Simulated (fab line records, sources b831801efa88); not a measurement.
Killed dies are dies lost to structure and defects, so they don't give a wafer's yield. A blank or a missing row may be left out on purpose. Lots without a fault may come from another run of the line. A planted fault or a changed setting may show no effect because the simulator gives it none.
One fault seen from 2 desks | flow gf180mcu | each desk has only its own numbers; what lay behind them comes last

THE METROLOGY DESK
What the gauges read, lot by lot, whatever tool the lot ran on: means of the sampled wafers that have a number. A lot is out of limits, marked OUT, if its mean lies more than 4 standard deviations from the usual mean; the brackets give that distance.
Columns: A = V5_W_RS at GF_V5_RS_MEAS_24, usual 0.330 ohm/sq; B = V5_W_THK at GF_V5_THK_MEAS_25, usual 332 nm; C = TOP_METAL_ALCU_RS at GF_TOP_METAL_RS_MEAS_05, usual 0.0329 ohm/sq; D = TOP_METAL_ALCU_THK at GF_TOP_METAL_THK_MEAS_06, usual 899 nm; E = cd_nm at GF_TOP_METAL_CD_MEAS_14, usual 440.0 nm; F = TOP_METAL_OVL at GF_TOP_METAL_OVL_MEAS_15, usual -0.8 nm
lot  | first seen here | A     | B   | C      | D   | E     | F
L382 | day 28 02:10    | 0.335 | 320 | 0.0326 | 908 | 440.1 | -0.7
L383 | day 28 06:11    | 0.333 | 332 | 0.0330 | 900 | 441.1 | -1.8
L386 | day 29 05:53    | 0.337 | 325 | 0.0328 | 895 | 440.9 | 0.3
L400 | day 33 03:20    | 0.326 | 338 | 0.0328 | 900 | 434.2 | 0.4
L402 | day 33 10:35    | 0.328 | 328 | 0.0331 | 891 | 440.6 | -1.7
This desk's finding: nothing out of limits on any of the 5 lots.

THE TOOL OWNER'S DESK: pvd_sputter-03
The tool's own readings at GF_TOP_METAL_SPUTTER_04 (material TiN, target thk 25 nm, time 20.8 s): means of the sampled wafers that have a number, for each lot that ran on this tool. A lot is out of limits, marked OUT, if its mean lies more than 4 standard deviations from the usual mean; the brackets give that distance.
Columns: A = cathode_dc_power_W at GF_TOP_METAL_SPUTTER_04, usual 6500.0 W; B = throttle_valve_pct at GF_TOP_METAL_SPUTTER_04, usual 30.1 %
lot  | first seen here | A                | B
L383 | day 28 06:55    | 6499.5           | 29.8
L402 | day 33 11:14    | 6592.0 (+77) OUT | 29.7
This desk's finding: out of limits on L402; first on L402, day 33 11:14 (cathode_dc_power_W at GF_TOP_METAL_SPUTTER_04). In limits: L383.

PUT TOGETHER
The tool owner's desk could have raised an alarm at day 33 11:14, on L402.
The metrology desk saw nothing out of limits.
The metrology desk has L402 on record, within its limits.
Of the lots named, all ran GF_TOP_METAL_SPUTTER_04 on pvd_sputter-03.

WHAT THE SIMULATOR HAD PUT IN
Process parameter drift: pvd_sputter-03, from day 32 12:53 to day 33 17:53, at GF_TOP_METAL_SPUTTER_04. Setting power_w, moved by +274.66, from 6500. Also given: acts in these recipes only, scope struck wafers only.
Lots struck among those shown: L402.
Hours from the fault's start to each desk's first reading out of limits: the tool owner's desk, 22.
